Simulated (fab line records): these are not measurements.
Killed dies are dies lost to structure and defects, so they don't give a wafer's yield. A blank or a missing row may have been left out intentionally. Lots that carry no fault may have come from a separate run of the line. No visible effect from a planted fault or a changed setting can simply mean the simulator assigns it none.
Which tool is to blame? | flow sky130 | Sampling: 12 lots, 36 wafers, 2 of 708 route steps

== WHAT THE GAUGES SHOWED, per wafer ==
SKY_VIA1_BOW_MEAS_03.
lot  | measured     | on            | VIA1_BOW (um)
L075 | day 33 09:26 | film_metro-03 | 88 82 73
L077 | day 34 05:28 | film_metro-02 | 84 76 80
L078 | day 35 02:55 | film_metro-02 | 66 74 76
L081 | day 35 10:04 | film_metro-02 | 80 75 77
L083 | day 36 00:09 | film_metro-02 | 92 95 80
L085 | day 36 15:02 | film_metro-02 | 72 86 73
L086 | day 36 23:04 | film_metro-04 | 84 86 76
L089 | day 37 11:48 | film_metro-03 | 82 79 88
L091 | day 38 08:23 | film_metro-04 | 100 82 74
L093 | day 38 22:46 | film_metro-04 | 72 88 77
L094 | day 39 11:41 | film_metro-03 | 82 84 76
L097 | day 40 02:58 | film_metro-04 | 79 88 81

== WHAT TOOL EACH LOT RAN ON (gives the tool, then ch and the chambers of the sampled wafers, and finally the start) ==
lot  | SKY_RES_XHIGH_STRIP_08
L075 | plasma_asher-03 ch 0,1, day 27 06:57
L077 | plasma_asher-04 ch 1, day 28 05:51
L078 | plasma_asher-04 ch 0,1, day 29 00:50
L081 | plasma_asher-01 ch 0, day 29 10:42
L083 | plasma_asher-04 ch 0,1, day 30 01:58
L085 | plasma_asher-01 ch 0,1, day 30 16:26
L086 | plasma_asher-01 ch 0,1, day 31 02:59
L089 | plasma_asher-03 ch 0,1, day 31 17:34
L091 | plasma_asher-01 ch 0,1, day 32 15:02
L093 | plasma_asher-03 ch 0,1, day 33 03:44
L094 | plasma_asher-01 ch 0,1, day 33 19:00
L097 | plasma_asher-04 ch 0,1, day 34 09:52
- SKY_RES_XHIGH_STRIP_08: strips in O2/N2.

== THE ANSWER, worked out from the rows above alone ==
Rule: the lots themselves supply what counts as usual. Put in order of their means at a reading, lots are off if they are a third of the lots or fewer, leave a main group of 4 or more, and stand apart from it by a gap of 3 or more times the standard deviation of the main group's means; of several such gaps the widest counts. Not used: any main group whose means are identical at the precision the tables above print for the reading. Also off: a lot with no number at a reading for which 4 or more lots have one. Any other lot the step has rows for is counted as sound.
Across all readings shown, no lot is off: no conclusion can be drawn from this.

== WHAT THE SIMULATOR PUT IN ==
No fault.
